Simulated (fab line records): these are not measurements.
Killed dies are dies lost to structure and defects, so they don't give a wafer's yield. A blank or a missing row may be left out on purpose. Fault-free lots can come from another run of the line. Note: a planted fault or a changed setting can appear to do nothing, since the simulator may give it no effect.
A lot that was struck, set against a sound lot	flow sky130	29 out of 708 route steps
Sound: the wafers L627.1, L627.4, L627.5. Struck: wafers L639.3, L639.4, L639.6. Last of all comes the cause.
Per side, at each step with rows, come the tool, then ch with its chambers, and then its first start. Under that, the readings that differ: sound wafers	struck wafers	difference of the means	sigmas: that difference in standard deviations of wafers without a fault.
alike: readings with means less than 2 such deviations apart, plus words and numbers identical on both sides. not compared: withheld readings, readings lacking a value on some wafer, bounds such as >300 that could conceal the same value, and numbers that have no deviation in the record and whose values overlap.
Wherever a step has rows on one side only, a row that says differs or no value, or a row with sigmas, the two part there. Numbers that have no deviation but don't overlap get no sigmas and don't part them. A reading missing from all wafers of one side parts the sides only when that side holds two or more wafers.

first, 2 steps without rows for these wafers: SKY_LOCAL_INTERCONNECT_PEB_09; SKY_LOCAL_INTERCONNECT_DEVELOP_10 (develop time 60 s).
SKY_LOCAL_INTERCONNECT_CD_MEAS_11: the cd target is 170 nm.
  struck on cd_sem-02, day 36 05:56; sound on cd_sem-01, day 31 20:24
  alike: cd_nm
SKY_LOCAL_INTERCONNECT_OVL_MEAS_12:
  struck on overlay-01, day 36 06:01; sound on overlay-01, day 31 20:31
  alike: LOCAL_INTERCONNECT_OVL
SKY_LOCAL_INTERCONNECT_ETCH_13: etches BARC in N2/H2, stops on SiO2, time 45.9 s, target depth 60 nm.
  sound on rie_metal-03 ch 0, day 31 20:34; struck on rie_metal-04 ch 1, day 36 06:05
  alike: drypump_motor_current_A, oes_product_au, throttle_valve_pct
  not compared: rf_hours_counter_h
SKY_LOCAL_INTERCONNECT_METAL_ETCH_14: etches TiN in Cl2/BCl3, stops on PSG, target depth 110 nm, time 31.4 s.
  sound on rie_metal-03 ch 0, day 31 20:37; struck on rie_metal-04 ch 1, day 36 06:12
  alike: drypump_motor_current_A, oes_product_au, throttle_valve_pct
  not compared: rf_hours_counter_h
then, 4 steps without rows for these wafers: SKY_LOCAL_INTERCONNECT_STRIP_15 (strips in O2/N2); SKY_LOCAL_INTERCONNECT_STRIP_16 (strips in post etch residue remover, time 1200 s); SKY_LOCAL_INTERCONNECT_CLEAN_17 (cleans in IPA, time 180 s); SKY_LOCAL_INTERCONNECT_CLEAN_18 (cleans in O3/DIW).
SKY_CONTACT_CVD_00: deposits Si3N4, target thk 75 nm.
  sound on pecvd-03 ch 0,1,2, day 31 21:16; struck on pecvd-02 ch 0,1,2, day 36 06:52
  alike: heater_power_w
SKY_CONTACT_THK_MEAS_01:
  struck on film_metro-03, day 36 06:55; sound on film_metro-01, day 31 21:17
  alike: CONTACT_CVD_00_THK
SKY_CONTACT_HDPCVD_02: deposits SiO2, target thk 565 nm, time 94.2 s.
  sound on hdpcvd-01 ch 0,2, day 31 21:21; struck on hdpcvd-02 ch 0,1, day 36 06:58
  no value came back on the struck wafers for pressure_mtorr (mTorr), run_length_s (s); on the sound wafers pressure_mtorr (mTorr) reads 6.020 6.000 5.996
then, 1 step without rows for these wafers: SKY_CONTACT_CMP_04 (polishes SiO2).
SKY_CONTACT_BOW_MEAS_05:
  struck on film_metro-02, day 36 07:25; sound on film_metro-01, day 31 21:47
  alike: CONTACT_BOW
then, 8 steps without rows for these wafers: SKY_CONTACT_DEHYDRATE_06 (time 60 s); SKY_CONTACT_HMDS_07 (prime time 60 s); SKY_CONTACT_COAT_08 (resist thk 60 nm); SKY_CONTACT_COAT_09 (resist thk 450 nm); SKY_CONTACT_SOFTBAKE_10 (time 90 s); SKY_CONTACT_EXPOSE_11 (exposes mask CTM1, target cd 170 nm); SKY_CONTACT_PEB_12; SKY_CONTACT_DEVELOP_13 (develop time 60.94 s).
SKY_CONTACT_CD_MEAS_14: the cd target is 170 nm.
  struck on cd_sem-02, day 37 08:28; sound on cd_sem-02, day 33 00:50
  alike: cd_nm
SKY_CONTACT_OVL_MEAS_15:
  struck on overlay-01, day 37 08:33; sound on overlay-01, day 33 00:57
  alike: CONTACT_OVL
SKY_CONTACT_ETCH_16: etches BARC in N2/H2, stops on SiO2, time 45.9 s, target depth 60 nm.
  sound on rie_diel-01 ch 0,2, day 33 00:59; struck on rie_diel-03 ch 2,3, day 37 08:34
  alike: drypump_motor_current_A, oes_product_au, throttle_valve_pct
  not compared: rf_hours_counter_h
SKY_CONTACT_ETCH_17: etches SiO2 in C4F8/O2/Ar, stops on Si3N4, target depth 340 nm.
  sound on rie_diel-01 ch 0,2, day 33 01:02; struck on rie_diel-03 ch 2,3, day 37 08:37
reading	sound	struck	difference	sigmas
oes_product_au (a.u.)	0.899 0.889 0.887	0.380 0.380 0.377	-0.513	-99 or more
model.etch.depth_nm (nm)	339.6 339.7 339.7	0 0 0	-340	
SKY_CONTACT_ETCH_18: etches Si3N4 in CHF3/O2, stops on TiN, time 39 s, target depth 75 nm.
  sound on rie_diel-01 ch 0,2; struck on rie_diel-03 ch 2,3
  alike: drypump_motor_current_A, oes_product_au, throttle_valve_pct
  not compared: rf_hours_counter_h
-- the record jumps here: 13 days lie between the struck wafers' starts before and after (it left off in module CONTACT and takes up again in module PAD_OPEN, whose first step shown is number 708 of the route) --
SKY_PAD_OPEN_PROBE_99:
  struck on prober-02, day 50 00:47; sound on prober-02, day 46 21:46
reading	sound	struck	difference	sigmas
killed_at_M0_to_M3	42 36 33	11 6 11	-28	-5
killed_at_M4_up	5 6 7	2 0 3	-4	-2
killed_at_contacts	29 18 31	474 482 475	+451	+81
killed_at_front_end	20 15 15	5 4 2	-13	-3
killed_dies	96 77 86	492 492 492	+406	+45
killed_on_rim	20 12 13	96 96 96	+81	+22
killed_open	57 36 47	12 5 13	-37	-5
killed_short	39 41 39	10 8 6	-32	-5
  alike: killed_at_other

WHERE THEY PART
First at SKY_CONTACT_HDPCVD_02; last, within this record, at SKY_PAD_OPEN_PROBE_99.

WHY: the cause the simulator had injected
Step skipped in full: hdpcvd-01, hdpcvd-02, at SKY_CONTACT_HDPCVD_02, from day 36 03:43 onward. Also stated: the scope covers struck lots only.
